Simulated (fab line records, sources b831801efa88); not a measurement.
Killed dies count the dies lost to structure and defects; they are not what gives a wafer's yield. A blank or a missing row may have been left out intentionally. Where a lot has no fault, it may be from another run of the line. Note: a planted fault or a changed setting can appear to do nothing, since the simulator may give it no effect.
Which tool is to blame? -- flow sky130 -- 15 lots, 45 wafers sampled, at 3 steps of a route of 708

== WHAT EACH GAUGE READ, for each wafer ==
SKY_METAL3_OVL_MEAS_14. Usual: METAL3_OVL 1 nm, standard deviation 5.1.
lot,measured,on,METAL3_OVL (nm),flag
L890,day 39 02:18,overlay-01,-1 -3 -2,
L891,day 39 06:47,overlay-02,4 3 -1,
L892,day 39 14:06,overlay-02,1 6 1,
L893,day 39 15:08,overlay-02,-1 -8 0,
L894,day 39 23:20,overlay-02,3 -3 2,
L895,day 40 12:33,overlay-02,4 1 -2,
L897,day 40 19:04,overlay-01,3 0 2,
L899,day 41 13:14,overlay-02,2 -1 1,
L905,day 43 10:35,overlay-01,13 9 10,
L904,day 43 11:02,overlay-02,11 -4 3,
L908,day 44 13:32,overlay-01,-9 -9 -6,
L909,day 44 13:54,overlay-02,1 0 7,
L910,day 44 14:16,overlay-02,3 0 -1,
L911,day 44 15:58,overlay-01,-3 -2 -5,
L912,day 44 19:46,overlay-02,-4 -2 -12,

SKY_VIA3_THK_MEAS_01. Usual: VIA3_HDPCVD_THK 1638 nm, standard deviation 17.
lot,measured,on,VIA3_HDPCVD_THK (nm),flag
L890,day 39 03:25,film metro-02,1621 1636 1600,
L891,day 39 08:08,film metro-03,1637 1645 1639,
L892,day 39 15:14,film metro-01,1670 1635 1673,
L893,day 39 16:18,film metro-01,1662 1639 1643,
L894,day 40 00:49,film metro-01,1623 1648 1674,
L895,day 40 13:41,film metro-03,1636 1653 1639,
L897,day 40 20:46,film metro-03,1647 1639 1639,
L899,day 41 14:27,film metro-03,1672 1613 1652,
L905,day 43 11:43,film metro-01,1633 1623 1618,
L904,day 43 12:12,film metro-01,1636 1614 1620,
L908,day 44 14:40,film metro-02,1635 1610 1609,
L909,day 44 15:02,film metro-03,1650 1659 1627,
L910,day 44 15:23,film metro-03,1626 1641 1619,
L911,day 44 17:05,film metro-03,1619 1640 1605,
L912,day 44 20:56,film metro-02,1654 1646 1644,

== EACH LOT AND THE TOOL THAT RAN IT (in order: tool; ch and the chambers of the sampled wafers; start) ==
lot,SKY_METAL3_DESCUM_15
L890,"rie metal-01 ch 0,1, day 39 02:20"
L891,"rie metal-03 ch 0, day 39 06:49"
L892,"rie metal-03 ch 0,1, day 39 14:08"
L893,"rie metal-03 ch 0, day 39 15:10"
L894,"rie metal-01 ch 0, day 39 23:23"
L895,"rie metal-03 ch 0,1, day 40 12:35"
L897,"rie metal-04 ch 1, day 40 19:07"
L899,"rie metal-03 ch 1, day 41 13:16"
L905,"rie metal-01 ch 0,1, day 43 10:37"
L904,"rie metal-03 ch 0,1, day 43 11:04"
L908,"rie metal-03 ch 0,1, day 44 13:34"
L909,"rie metal-04 ch 0,1, day 44 13:56"
L910,"rie metal-04 ch 0,1, day 44 14:17"
L911,"rie metal-03 ch 0,1, day 44 16:01"
L912,"rie metal-04 ch 0,1, day 44 19:48"
- SKY_METAL3_DESCUM_15: chemistry O2, time 8 s.

== WHAT THE TOOLS THEMSELVES READ (means of the sampled wafers that have a number; where no wafer has one, the mark that the record gives instead) ==
SKY_METAL3_DESCUM_15. Usual: drypump motor current A 5.70 A, standard deviation 0.27; oes product au 0.992 a.u., standard deviation 0.01.
lot,tool,drypump motor current A (A),oes product au (a.u.),flag
L890,rie metal-01,5.25,0.981,
L891,rie metal-03,5.65,0.983,
L892,rie metal-03,5.70,0.986,
L893,rie metal-03,5.65,0.985,
L894,rie metal-01,5.07,0.993,
L895,rie metal-03,5.76,1.000,
L897,rie metal-04,6.02,0.990,
L899,rie metal-03,5.81,1.007,
L905,rie metal-01,5.27,0.995,
L904,rie metal-03,5.70,0.995,
L908,rie metal-03,5.76,0.999,
L909,rie metal-04,5.86,0.998,
L910,rie metal-04,5.88,0.989,
L911,rie metal-03,5.71,0.994,
L912,rie metal-04,5.72,0.986,

== THE ANSWER, worked out from the rows above alone ==
Rule: lot off if the mean of its wafers having a number is beyond 3 standard deviations from the usual mean. Also off: a lot with no number at a reading for which 4 or more lots have one. All remaining lots with rows at the step are treated as sound. After the gauges, taken in route order, come the tools' own readings; for these a lot's mean is taken, as printed above. The first step at which some lot is off is used, and at that step the reading that is off furthest; a lot without a number counts as furthest.
No lot is off on any of the readings shown, so nothing can be concluded from this.

== WHAT THE SIMULATOR HAD INSERTED ==
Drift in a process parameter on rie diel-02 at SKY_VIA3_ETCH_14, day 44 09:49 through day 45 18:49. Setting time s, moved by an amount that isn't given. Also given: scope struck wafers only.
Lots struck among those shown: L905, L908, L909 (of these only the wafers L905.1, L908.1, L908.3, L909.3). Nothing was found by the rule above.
